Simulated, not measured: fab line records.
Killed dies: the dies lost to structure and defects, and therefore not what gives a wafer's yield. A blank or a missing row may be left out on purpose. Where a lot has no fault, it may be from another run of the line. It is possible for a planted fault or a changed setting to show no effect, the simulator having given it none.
8D (eight disciplines) problem report, filled in by code | flow sky130 | the parts of the form that need people (team, actions taken, sign-off) are left out

== 1. WHAT WENT WRONG ==
METAL2_ALCU_RS at SKY_METAL2_RS_MEAS_05 reads a mean of 0.1389 ohm/sq on 1 wafer of 1 lot; wafers without a fault read 0.1266 ohm/sq with a standard deviation of 0.0016. Measured from the usual mean, that is +7.7 standard deviations.
The step: measures by four-point-probe.
First seen on wafer L810.2, day 36 07:59, on filmMetro-02. At this step, 32 wafers from 11 lots have a number in the record. The rule behind "out" and "out of limits": a value lying over 4 standard deviations away from the usual mean. All remaining wafers that have a number are taken as sound.

== 2. WHAT IT IS; WHAT IT IS NOT ==
question                    | is                | is not
which readings at this step | METAL2_ALCU_RS    | -
which lots                  | L810              | L804, L805, L808, L814, L817, L820, L821, L822, L823, L825
which wafers of those lots  | L810.2            | L810.6
read on which gauges        | filmMetro-02      | filmMetro-03, filmMetro-04
when                        | from day 36 07:59 | up to then (10 sound wafers); but 21 sound wafers of L814, L817, L820, L821, L822, L823, L825 came after

== 3. THE SUSPECTS, EACH WITH WHAT RULES IT OUT ==
Counting: any tool at a process step up to the reading remains a suspect provided it ran every lot that is out. Sound lots after the first of them don't rule it out here, since some wafers of a struck lot are sound.
- the gauge at SKY_METAL2_RS_MEAS_05: kept. All the wafers that are out were read on filmMetro-02, and no step on other tools shows them out.
- rieDiel-02 at SKY_VIA1_ETCH_15 (etches SiO2 in C4F8/O2/Ar, stops on TiN, target depth 351 nm, time 54 s): kept. L810, the lot that is out, went through it at day 36 06:17; up to then, the latest sound lot through it was L808 at day 35 15:38.
- pvdSputter-01 at SKY_METAL2_SPUTTER_00 (material Ti, target thk 15 nm, time 10 s): kept. L810, the lot that is out, went through it at day 36 07:49; up to then, the latest sound lot through it was L808 at day 35 16:55.
- pvdSputter-01 at SKY_METAL2_SPUTTER_02 (material AlCu, target thk 250 nm, time 13.3 s): kept. L810, the lot that is out, went through it at day 36 07:52; up to then, the latest sound lot through it was L808 at day 35 16:58.
- Within rieDiel-02 at SKY_VIA1_ETCH_15, the wafers that are out were processed in chamber 3 and their sound lot-mates in chamber 2.
Left after counting: rieDiel-02 at SKY_VIA1_ETCH_15, pvdSputter-01 at SKY_METAL2_SPUTTER_00, pvdSputter-01 at SKY_METAL2_SPUTTER_02, filmMetro-02 at SKY_METAL2_RS_MEAS_05.

== 4. THE CAUSE (what the simulator had put in) ==
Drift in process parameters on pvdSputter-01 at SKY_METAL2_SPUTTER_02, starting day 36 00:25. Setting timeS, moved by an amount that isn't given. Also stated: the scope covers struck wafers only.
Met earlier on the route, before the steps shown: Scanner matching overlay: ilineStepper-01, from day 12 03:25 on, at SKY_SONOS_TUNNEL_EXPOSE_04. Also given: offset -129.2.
4 suspects survive the count, and this tool is in that group.

== 5. SEQUENCE OF EFFECTS, ordered by route ==
One row per reading whose mean, taken over the struck wafers that have a number, lies over 3 standard deviations from the usual. Only readings for which the record gives a usual standard deviation are gone through. hours: the time from each lot's start at the first step in this table that gives one to its start at this step, as a median over the lots. sigmas: the change in usual standard deviations.
hours | step                   | reading         | usual         | on struck wafers | change  | sigmas
0     | SKY_METAL2_RS_MEAS_05  | METAL2_ALCU_RS  | 0.1266 ohm/sq | 0.1389           | +0.0123 | +7.7
0     | SKY_METAL2_THK_MEAS_06 | METAL2_ALCU_THK | 249 nm        | 227              | -22     | -6.5

== 6. WHAT WOULD HAVE CAUGHT IT SOONER ==
Counted from the fault's start at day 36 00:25, it took 8 hours until the first out-of-limits reading at a measuring or inspecting step in this record, taken at day 36 07:59.
An alarm limit of 4 standard deviations would not have fired on the tool readings at SKY_METAL2_SPUTTER_02 for which the record gives a usual standard deviation, since none of them was out on any struck wafer.
By day 36 07:59 the whole set of lots that are out, 1 in number, had already begun SKY_METAL2_SPUTTER_02 on pvdSputter-01. Had the tool been put on hold then, not one of them would have been saved.
